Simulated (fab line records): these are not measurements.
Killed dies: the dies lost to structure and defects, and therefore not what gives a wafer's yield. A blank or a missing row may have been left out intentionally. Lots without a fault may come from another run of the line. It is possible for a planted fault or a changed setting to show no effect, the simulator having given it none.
2 desks, one fault    flow sky130    every desk sees just its own numbers, and what lay behind them comes last

== METROLOGY DESK ==
What the gauges read for every lot (on any tool): the sampled wafers with a number, averaged. A lot is out of limits, marked OUT, if its mean lies more than 4 standard deviations from the usual mean; the brackets give that distance.
Columns: A = cdNm at SKY_VIA3_CD_MEAS_12, usual 199.9 nm; B = VIA4_BOW at SKY_VIA4_BOW_MEAS_03, usual 82 um; C = PASSIVATION_CVD_02_THK at SKY_PASSIVATION_THK_MEAS_03, usual 539 nm
lot   first seen here  A      B   C
L579  day 40 07:31     199.5  74  542
L580  day 40 09:09     200.6  84  529
L581  day 40 11:34     199.8  76  543
L582  day 40 13:17     201.2  81  537
L583  day 41 11:37     201.5  72  537
L586  day 42 00:01     200.6  97  539
L593  day 43 21:43     200.4  79  538
L594  day 44 07:47     201.4  85  585 (+6.6) OUT
L596  day 44 21:41     198.3  99  574 (+5.1) OUT
L598  day 45 07:56     198.0  75  544
L601  day 46 01:31     199.9  81  540
Finding of this desk: L594, L596 out of limits, first seen on L594 at day 48 00:45 (PASSIVATION_CVD_02_THK at SKY_PASSIVATION_THK_MEAS_03). In limits: L579, L580, L581, L582, L583, L586, L593, L598, L601.

== FOR THE TOOL OWNER'S DESK: pecvd-01 ==
The tool's own readings at SKY_PASSIVATION_CVD_02 (deposits Si3N4, target thk 540 nm): means of the sampled wafers that have a number, for each lot that ran on this tool. A lot is out of limits, marked OUT, if its mean lies more than 4 standard deviations from the usual mean; the brackets give that distance.
Columns: A = heaterPowerW at SKY_PASSIVATION_CVD_02, usual 720 W
lot   first seen here  A
L580  day 44 13:04     648
L586  day 45 22:25     598
L594  day 48 00:36     642
L596  day 48 13:02     633
Finding of this desk: none of the 4 lots has anything out of limits.

== PUT TOGETHER ==
At day 48 00:45 the metrology desk could have sounded an alarm, on L594, L596.
The tool owner's desk saw nothing out of limits.
On record at the tool owner's desk: L594, L596, within its limits.
The lots listed all ran SKY_PASSIVATION_CVD_02 on pecvd-01.

== WHAT WAS PUT IN BY THE SIMULATOR ==
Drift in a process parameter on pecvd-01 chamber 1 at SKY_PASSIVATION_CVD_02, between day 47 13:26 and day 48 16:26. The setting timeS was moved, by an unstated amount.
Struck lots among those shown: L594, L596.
Time in hours between the start of the fault and the first out-of-limits reading at each desk: metrology desk, 11.
